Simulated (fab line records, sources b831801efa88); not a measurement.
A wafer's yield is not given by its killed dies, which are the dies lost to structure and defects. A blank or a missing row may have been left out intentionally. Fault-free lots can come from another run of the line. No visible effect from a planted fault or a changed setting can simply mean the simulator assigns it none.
A struck lot beside a sound one -- flow sky130 -- 14 steps out of a route of 708
Sound: the wafers L769.1, L769.4, L769.6. Struck: wafers L758.3, L758.4, L758.6. The cause comes at the end.
Order at every step that has rows: each side's tool, ch and its chambers, its first start. Under that, the readings that differ: sound wafers -- struck wafers -- difference of the means -- sigmas: that difference in standard deviations of wafers without a fault.
alike: words and numbers the same on both sides, and readings whose means are apart by under 2 such deviations; not compared: readings that were withheld, readings missing a value for some wafer, numbers with overlapping values and no deviation given by the record, and bounds like >300 which may hide the same value.
Wherever a step has rows on one side only, a row that says differs or no value, or a row with sigmas, the two part there. Numbers that don't overlap but have no deviation are shown without sigmas and don't part them. A reading that every wafer of one side lacks parts them only if that side has two wafers or more.

first, 6 steps without rows for these wafers: SKY_LDD_N_IMPLANT_10; SKY_LDD_N_IMPLANT_11; SKY_LDD_N_IMPLANT_12; SKY_LDD_N_IMPLANT_13; SKY_LDD_N_IMPLANT_14; SKY_LDD_N_IMPLANT_15.
SKY_LDD_N_STRIP_16: strips in O2/N2.
  sound on plasma_asher-01 ch 0,1, day 24 01:33; struck on plasma_asher-02 ch 0,1, day 20 07:11
  alike: drypump_motor_current_A, oes_product_au, strip_time_to_endpoint_s
  not compared: rf_hours_counter_h
SKY_LDD_N_TW_MEAS_17:
  sound on film_metro-03 at day 24 01:39; struck on film_metro-03 at day 20 07:16
  alike: LDD_N_TW
then, 4 steps without rows for these wafers: SKY_LDD_P_DEHYDRATE_00 (time 60 s); SKY_LDD_P_HMDS_01 (prime time 60 s); SKY_LDD_P_COAT_02 (resist thk 1140 nm); SKY_LDD_P_SOFTBAKE_03 (time 60 s).
SKY_LDD_P_EXPOSE_04: exposes mask PSDM, target cd 380 nm.
  struck on iline_stepper-01, day 20 23:41; sound on iline_stepper-02 ch 0, day 24 16:21
  no value came back on the struck wafers for exposure_dose_mJ_cm2, focus_offset_nm (nm); on the sound wafers exposure_dose_mJ_cm2 reads 137.76 138.20 138.11
  alike: mask
next, for these wafers, 1 step has no rows: SKY_LDD_P_PEB_05.

## WHERE THEY PART
Only at SKY_LDD_P_EXPOSE_04, as far as this record shows.

WHY: whatever the simulator had introduced
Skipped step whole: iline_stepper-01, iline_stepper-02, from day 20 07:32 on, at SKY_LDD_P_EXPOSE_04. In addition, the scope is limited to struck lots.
